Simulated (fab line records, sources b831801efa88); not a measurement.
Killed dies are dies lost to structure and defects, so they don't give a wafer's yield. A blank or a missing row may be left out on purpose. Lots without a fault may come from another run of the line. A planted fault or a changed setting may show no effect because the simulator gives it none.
fab line records | flow sky130
record lots=11 wafers=33 last_day=50
route steps=708 shown LOCAL_INTERCONNECT@389 CONTACT@429 METAL1@436 PAD_OPEN@708
lots that met no fault: from a run of the same line without faults
start_h: hours from the record's first day to the start of the lot's first wafer shown | wait_h: hours since the lot's step before | " the same as in the row above | L1.1+2: a row that stands for several wafers | - no value, or no start given | * or withheld: withheld | < > ~ a bound
route shown NAME@n: a module of which the file shows steps, and the number in the route of the first | usual: mean/standard deviation of fault-free wafers | same: alike in all rows | chamber/n: place in a boat | sites: the reading at each site | _std_site: their standard deviation | _edge_site: outer sites' mean less inner sites' | radius_mm: how far each site lies from the wafer's centre | mask NAME#n: copy n | behind: the tool/chamber that last shaped the wafer | hold: why the lot was held/for how many hours/how that ended | device: the transistor (n, p or np) that didn't switch | end of line: the same wafers' tests at the end of the route | a step without rows: its recipe alone | killed: dies lost to structure and defects at the first sort, not the wafer's yield | map: a wafer's dies, x killed, . not, _ none there
set.NAME: the setting as run; set.NAME@STEP: as run at that earlier step | model.NAME: the simulator's own value behind a step, which no gauge read
steps of the route over a sample of lots; a table a step, a row a wafer
services: from which hour (start_h, from the record's first day; less than 0 if before it) a tool's chamber was out of use, for how many hours, and why
## steps
# step SKY_LOCAL_INTERCONNECT_THK_MEAS_02
# recipe thk_meas_gauge=xrf reads=TiN_of_LOCAL_INTERCONNECT_SPUTTER_00
# usual LOCAL_INTERCONNECT_TIN_THK=100.0/0.97
# columns lot.wafer tool chamber start_h wait_h LOCAL_INTERCONNECT_TIN_THK[nm]
L383.1 film_metro-03 - 692.93 0.1 100.2
L383.3 " - " " 99.6
L383.5 " - " " 99.9
L385.2 film_metro-04 - 722.09 0.1 100.1
L385.4 " - " " 98.3
L385.5 " - " " 98.3
L387.2 film_metro-04 - 728.54 0.1 100.7
L387.3 " - " " 100.2
L387.4 " - " " 100.3
L392.3 film_metro-03 - 750.53 0.1 101.0
L392.4 " - " " 99.8
L392.6 " - " " 99.8
L393.1 film_metro-04 - 761.75 0.1 98.6
L393.2 " - " " 99.8
L393.5 " - " " 99.1
L395.2 film_metro-01 - 772.59 0.1 100.9
L395.3 " - " " 100.2
L395.5 " - " " 100.2
L400.3 film_metro-04 - 820.36 0.1 101.5
L400.5 " - " " 100.1
L400.6 " - " " 101.4
L401.2 film_metro-04 - 821.70 0.1 99.8
L401.3 " - " " 100.9
L401.6 " - " " 100.7
L404.2 film_metro-03 - 846.04 0.1 100.4
L404.4 " - " " 100.2
L404.5 " - " " 100.0
L405.1 film_metro-04 - 851.78 0.1 100.0
L405.5 " - " " 100.3
L405.6 " - " " 99.5
L406.2 film_metro-04 - 853.37 0.1 100.0
L406.5 " - " " 100.1
L406.6 " - " " 101.3
# step SKY_CONTACT_SPUTTER_23
# recipe material=TiN target_thk_nm=20 chamber_pressure_pa=5 power_w=4000 time_s=80
# usual chamber_pressure_pa=4.999/0.01 throttle_valve_pct=30.2/1.2
# columns lot.wafer tool chamber start_h wait_h chamber_pressure_pa throttle_valve_pct
L383.1 pvd_sputter-03 - 752.74 0.0 4.992 31.2
L383.3 " - " " 4.980 31.9
L383.5 " - " " 4.989 31.9
L385.2 pvd_sputter-02 - 778.84 0.0 5.003 28.3
L385.4 " - " " 5.018 29.2
L385.5 " - " " 4.988 28.1
L387.2 pvd_sputter-02 - 785.46 0.0 4.980 31.7
L387.3 " - " " 5.001 29.2
L387.4 " - " " 4.994 28.1
L392.3 pvd_sputter-04 - 805.56 0.0 5.005 30.2
L392.4 " - " " 5.013 30.5
L392.6 " - " " 4.985 31.2
L393.1 pvd_sputter-02 - 817.03 0.0 5.000 29.2
L393.2 " - " " 5.002 28.3
L393.5 " - " " 5.008 29.5
L395.2 pvd_sputter-02 - 828.04 0.0 4.994 29.2
L395.3 " - " " 5.008 28.1
L395.5 " - " " 4.985 31.7
L400.3 pvd_sputter-02 - 874.62 0.0 4.996 31.8
L400.5 " - " " 4.977 29.7
L400.6 " - " " 5.003 28.3
L401.2 pvd_sputter-02 - 876.26 0.0 4.987 31.8
L401.3 " - " " 4.995 28.2
L401.6 " - " " 5.000 31.8
L404.2 pvd_sputter-04 - 899.86 0.0 4.997 29.1
L404.4 " - " " 5.021 30.8
L404.5 " - " " 4.986 28.8
L405.1 pvd_sputter-03 - 905.14 0.0 4.994 30.3
L405.5 " - " " 5.005 31.2
L405.6 " - " " 4.983 30.4
L406.2 pvd_sputter-03 - 907.13 0.0 4.994 30.4
L406.5 " - " " 5.010 31.7
L406.6 " - " " 5.002 30.3
# step SKY_CONTACT_CVD_24
# recipe material=W target_thk_nm=340 time_s=102.12 temp_c=400 pressure_torr=40
# usual heater_power_outer_w=562/77 heater_power_w=931/110
# columns lot.wafer tool chamber start_h wait_h heater_power_outer_w heater_power_w since_wet_clean_h
L383.1 cvd_w-02 1 752.81 0.0 534 901 349
L383.3 " 1 " " 537 885 -
L383.5 " 1 " " 533 905 -
L385.2 cvd_w-01 0 778.91 0.0 488 856 875
L385.4 " 1 " " 518 839 -
L385.5 " 1 " " 504 839 -
L387.2 cvd_w-02 1 785.53 0.0 539 886 382
L387.3 " 1 " " 539 912 -
L387.4 " 0 " " 678 1106 -
L392.3 cvd_w-02 0 805.66 0.1 677 1106 -
L392.4 " 1 " " 540 911 -
L392.6 " 1 " " 547 899 -
L393.1 cvd_w-02 0 817.09 0.0 673 1104 413
L393.2 " 1 " " 545 925 413
L393.5 " 1 " " 530 905 -
L395.2 cvd_w-01 1 828.10 0.0 528 847 924
L395.3 " 0 " " 495 835 -
L395.5 " 0 " " 487 864 -
L400.3 cvd_w-01 1 874.72 0.1 530 856 -
L400.5 " 0 " " 477 821 -
L400.6 " 1 " " 528 843 -
L401.2 cvd_w-01 0 876.32 0.0 486 849 972
L401.3 " 0 " " 479 841 -
L401.6 " 0 " " 495 837 -
L404.2 cvd_w-01 1 899.92 0.0 536 805 996
L404.4 " 0 " " 481 841 -
L404.5 " 0 " " 485 833 -
L405.1 cvd_w-02 0 905.27 0.1 691 1079 501
L405.5 " 0 " " 687 1104 -
L405.6 " 1 " " 542 916 -
L406.2 cvd_w-02 1 907.19 0.0 542 901 503
L406.5 " 1 " " 551 897 -
L406.6 " 0 " " 687 1081 -
# step SKY_CONTACT_RS_MEAS_25
# recipe thk_meas_gauge=four-point-probe reads=W_of_CONTACT_CVD_24+TiN_of_CONTACT_SPUTTER_23
# usual CONTACT_W_RS=0.334/0.0054
# columns lot.wafer tool chamber start_h wait_h CONTACT_W_RS[ohm/sq]
L383.1 film_metro-04 - 752.92 0.1 0.333
L383.3 " - " " 0.336
L383.5 " - " " 0.337
L385.2 film_metro-02 - 779.04 0.1 0.329
L385.4 " - " " 0.342
L385.5 " - " " 0.334
L387.2 film_metro-04 - 785.66 0.1 0.338
L387.3 " - " " 0.334
L387.4 " - " " 0.335
L392.3 film_metro-04 - 805.77 0.1 0.670
L392.4 " - " " 0.660
L392.6 " - " " 0.666
L393.1 film_metro-02 - 817.20 0.1 0.665
L393.2 " - " " 0.659
L393.5 " - " " 0.672
L395.2 film_metro-02 - 828.23 0.1 0.340
L395.3 " - " " 0.329
L395.5 " - " " 0.330
L400.3 film_metro-02 - 874.83 0.1 0.325
L400.5 " - " " 0.333
L400.6 " - " " 0.319
L401.2 film_metro-03 - 876.45 0.1 0.333
L401.3 " - " " 0.332
L401.6 " - " " 0.329
L404.2 film_metro-02 - 900.05 0.1 0.321
L404.4 " - " " 0.329
L404.5 " - " " 0.333
L405.1 film_metro-03 - 905.38 0.1 0.340
L405.5 " - " " 0.341
L405.6 " - " " 0.337
L406.2 film_metro-04 - 907.32 0.1 0.333
L406.5 " - " " 0.333
L406.6 " - " " 0.336
# step SKY_CONTACT_THK_MEAS_26
# recipe thk_meas_gauge=xrf reads=W_of_CONTACT_CVD_24
# usual CONTACT_W_THK=345/6.3
# columns lot.wafer tool chamber start_h wait_h CONTACT_W_THK[nm]
L383.1 film_metro-04 - 753.04 0.1 341
L383.3 " - " " 341
L383.5 " - " " 338
L385.2 film_metro-02 - 779.15 0.1 348
L385.4 " - " " 336
L385.5 " - " " 346
L387.2 film_metro-04 - 785.77 0.1 339
L387.3 " - " " 339
L387.4 " - " " 339
L392.3 film_metro-04 - 805.87 0.1 173
L392.4 " - " " 175
L392.6 " - " " 174
L393.1 film_metro-02 - 817.32 0.1 174
L393.2 " - " " 176
L393.5 " - " " 173
L395.2 film_metro-02 - 828.34 0.1 339
L395.3 " - " " 350
L395.5 " - " " 348
L400.3 film_metro-02 - 874.93 0.1 354
L400.5 " - " " 349
L400.6 " - " " 362
L401.2 film_metro-03 - 876.56 0.1 343
L401.3 " - " " 345
L401.6 " - " " 346
L404.2 film_metro-02 - 900.16 0.1 352
L404.4 " - " " 346
L404.5 " - " " 342
L405.1 film_metro-03 - 905.50 0.1 341
L405.5 " - " " 339
L405.6 " - " " 341
L406.2 film_metro-04 - 907.43 0.1 350
L406.5 " - " " 353
L406.6 " - " " 349
# step SKY_CONTACT_CMP_27
# recipe stop_on=SiO2 t_overpolish_s=15 down_force_psi=3.5 platen_rpm=60 target_thk_nm=0 pad_velocity_m_s=0.94248
# usual motor_current_A=11.1/0.82 retaining_ring_pressure_frac=1.000/0.0054 time_to_endpoint_s=82.4/2.6
# columns lot.wafer tool chamber start_h wait_h motor_current_A retaining_ring_pressure_frac time_to_endpoint_s
L383.3 cmp-02 0 753.10 0.0 11.9 1.008 80.8
L383.1 " 2 " " 10.3 1.003 82.5
L383.5 " 1 " " 11.1 1.010 84.6
L385.4 cmp-01 1 779.20 0.0 12.5 1.002 81.8
L385.2 " 3 " " 11.2 0.998 81.9
L385.5 " 2 " " 10.4 1.001 78.0
L387.3 cmp-01 1 785.82 0.0 12.7 1.008 85.7
L387.2 " 3 " " 10.5 0.997 79.7
L387.4 " 0 " " 10.4 0.997 84.4
L392.3 cmp-02 2 805.91 0.0 10.0 1.005 41.5
L392.4 " 3 " " 10.5 1.000 43.9
L392.6 " 3 " " 11.1 1.003 44.5
L393.1 cmp-02 0 817.48 0.1 12.0 0.992 39.9
L393.2 " 1 " " 11.6 1.002 40.2
L393.5 " 2 " " 10.3 1.008 40.1
L395.2 cmp-01 1 828.44 0.1 13.2 0.999 82.7
L395.3 " 3 " " 11.3 0.999 82.0
L395.5 " 1 " " 12.5 0.995 80.9
L400.3 cmp-02 3 875.02 0.1 10.4 1.004 84.7
L400.6 " 2 " " 10.0 0.994 85.7
L400.5 " 3 " " 10.1 0.992 77.5
L401.2 cmp-02 3 876.61 0.0 10.6 1.003 81.4
L401.3 " 0 " " 11.6 1.004 83.7
L401.6 " 0 " " 10.9 1.011 81.7
L404.4 cmp-02 2 900.31 0.1 10.6 1.002 81.1
L404.2 " 3 " " 10.8 1.004 83.0
L404.5 " 1 " " 11.6 1.001 79.9
L405.1 cmp-02 3 905.58 0.1 11.3 1.006 77.3
L405.6 " 3 " " 11.1 1.001 77.5
L405.5 " 0 " " 10.5 1.011 76.9
L406.2 cmp-01 2 907.53 0.1 11.5 0.998 84.1
L406.6 " 1 " " 13.0 1.000 85.5
L406.5 " 2 " " 10.9 0.999 81.1
# step SKY_METAL1_SPUTTER_02
# recipe material=AlCu target_thk_nm=250 power_w=10600 time_s=13.3 chamber_pressure_pa=0.4
# usual chamber_pressure_pa=0.4000/0.00083 throttle_valve_pct=30.2/1.2
# columns lot.wafer tool chamber start_h wait_h chamber_pressure_pa throttle_valve_pct
L383.1 pvd_sputter-02 - 753.44 0.0 0.4021 31.9
L383.3 " - " " 0.4008 28.1
L383.5 " - " " 0.3979 28.2
L385.2 pvd_sputter-02 - 779.56 0.0 0.4002 28.1
L385.4 " - " " 0.4012 31.9
L385.5 " - " " 0.4009 31.7
L387.2 pvd_sputter-03 - 786.16 0.0 0.3987 31.2
L387.3 " - " " 0.4001 31.7
L387.4 " - " " 0.4001 30.5
L392.3 pvd_sputter-01 - 806.26 0.0 0.4001 27.9
L392.4 " - " " 0.4005 30.4
L392.6 " - " " 0.3998 27.9
L393.1 pvd_sputter-03 - 817.73 0.0 0.3985 30.1
L393.2 " - " " 0.4002 31.3
L393.5 " - " " 0.3999 30.4
L395.2 pvd_sputter-01 - 828.74 0.0 0.3999 30.6
L395.3 " - " " 0.4014 30.4
L395.5 " - " " 0.3999 29.9
L400.3 pvd_sputter-01 - 875.32 0.0 0.4004 28.0
L400.5 " - " " 0.4002 27.9
L400.6 " - " " 0.3998 30.4
L401.2 pvd_sputter-01 - 876.96 0.0 0.4005 30.4
L401.3 " - " " 0.4000 30.3
L401.6 " - " " 0.4002 30.0
L404.2 pvd_sputter-03 - 900.56 0.0 0.4007 30.3
L404.4 " - " " 0.4004 31.0
L404.5 " - " " 0.4001 31.0
L405.1 pvd_sputter-03 - 905.93 0.0 0.3999 30.2
L405.5 " - " " 0.4006 30.6
L405.6 " - " " 0.3999 31.4
L406.2 pvd_sputter-02 - 907.83 0.0 0.4004 29.7
L406.5 " - " " 0.3991 29.4
L406.6 " - " " 0.3994 28.3
# step SKY_PAD_OPEN_PROBE_99
# usual killed_at_M0_to_M3=44/7.3 killed_at_M4_up=3.4/1.7 killed_at_contacts=24/5.3 killed_at_front_end=15/4.1 killed_at_other=0.4/0.68 killed_dies=87/9.5 killed_open=48/7.1 killed_short=39/5.8
# same gross_dies=492 killed_at_back_side=0
# columns lot.wafer tool chamber start_h wait_h killed_at_M0_to_M3 killed_at_M4_up killed_at_contacts killed_at_front_end killed_at_other killed_dies killed_open killed_short
L406.2 prober-01 - 1198.70 0.1 37 5 21 8 0 71 40 31
L406.5 prober-01 - 1198.85 0.2 52 1 21 15 0 89 64 25
L406.6 prober-01 - 1198.90 0.2 52 3 22 13 0 90 54 36
# killed by level:class
L406.2 CONTACT:geometric_particle:short=7 VIA1:geometric_particle:open=7 LI_CONTACT:geometric_particle:open=6 METAL2:geometric_particle:short=6 VIA3:geometric_particle:open=6 CONTACT:geometric_particle:open=5 VIA2:geometric_particle:open=5 VIA2:geometric_particle:short=4
L406.5 VIA1:geometric_particle:open=16 LI_CONTACT:geometric_particle:open=11 VIA3:geometric_particle:open=11 CONTACT:geometric_particle:open=7 VIA2:geometric_particle:open=5 METAL2:geometric_particle:open=4 FIELD_ISO:geometric_particle:short=3 VIA3:geometric_particle:short=3
L406.6 VIA1:geometric_particle:open=11 CONTACT:geometric_particle:open=8 VIA3:geometric_particle:open=8 VIA2:geometric_particle:open=8 VIA1:geometric_particle:short=7 LI_CONTACT:geometric_particle:open=6 METAL2:geometric_particle:short=5 CONTACT:geometric_particle:short=4
## services
# columns tool chamber start_h hours kind
pvd_sputter-03 2 742.27 - consumable_replace:kit
pvd_sputter-03 2 742.27 18.0 scheduled_down
pvd_sputter-03 2 742.27 18.0 vent_cycle
cmp-02 - 744.17 4.0 pm
cmp-02 - 748.17 - consumable_replace:conditioner
cmp-02 - 748.17 - consumable_replace:pad
pvd_sputter-04 - 751.60 6.8 repair
pvd_sputter-01 1 752.77 - consumable_replace:kit
pvd_sputter-01 1 752.77 18.0 scheduled_down
pvd_sputter-01 1 752.77 18.0 vent_cycle
cmp-01 - 797.76 6.6 pm
pvd_sputter-04 - 813.47 4.0 repair
pvd_sputter-03 - 820.28 5.5 repair
cmp-02 - 821.63 5.8 pm
cvd_w-01 1 860.58 - calibration
cvd_w-02 - 861.96 0.3 repair
cmp-01 - 883.55 3.3 repair
cmp-02 - 884.73 3.4 repair
cmp-01 - 889.07 6.7 repair
cmp-02 - 889.42 0.8 repair
cvd_w-01 - 904.00 14.0 pm
cvd_w-01 0 904.00 14.0 vent_cycle
cvd_w-01 1 904.00 14.0 vent_cycle
## key
first_sign step=SKY_CONTACT_RS_MEAS_25 reading=CONTACT_W_RS direction=up sigmas=61 usual=0.334 struck=0.665
effect step=SKY_CONTACT_THK_MEAS_26 reading=CONTACT_W_THK direction=down sigmas=27 usual=345 struck=174
effect step=SKY_CONTACT_CMP_27 reading=time_to_endpoint_s direction=down sigmas=16 usual=* struck=*
met_at SKY_CONTACT_CVD_24
struck_lots L392,L393
tester_left_out L392,L393
not_acting_at SKY_LOCAL_INTERCONNECT_THK_MEAS_02,SKY_CONTACT_SPUTTER_23,SKY_METAL1_SPUTTER_02
onset_between 785.53 805.66
fault kind=process_parameter_drift tool=cvd_w-02 chamber=- onset_h=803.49 steps=SKY_CONTACT_CVD_24 channel=target_thk_nm offset=-168.78 shape=step end_h=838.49 acts_in=these_recipes_only stated=340
# tester_left_out: of these lots the tester's yield and bins aren't shown, on N5 and GAA mostly nor the transistor test; their killed dies are dies lost to structure and defects alone, not to doping, threshold or leakage, so they don't give the yield
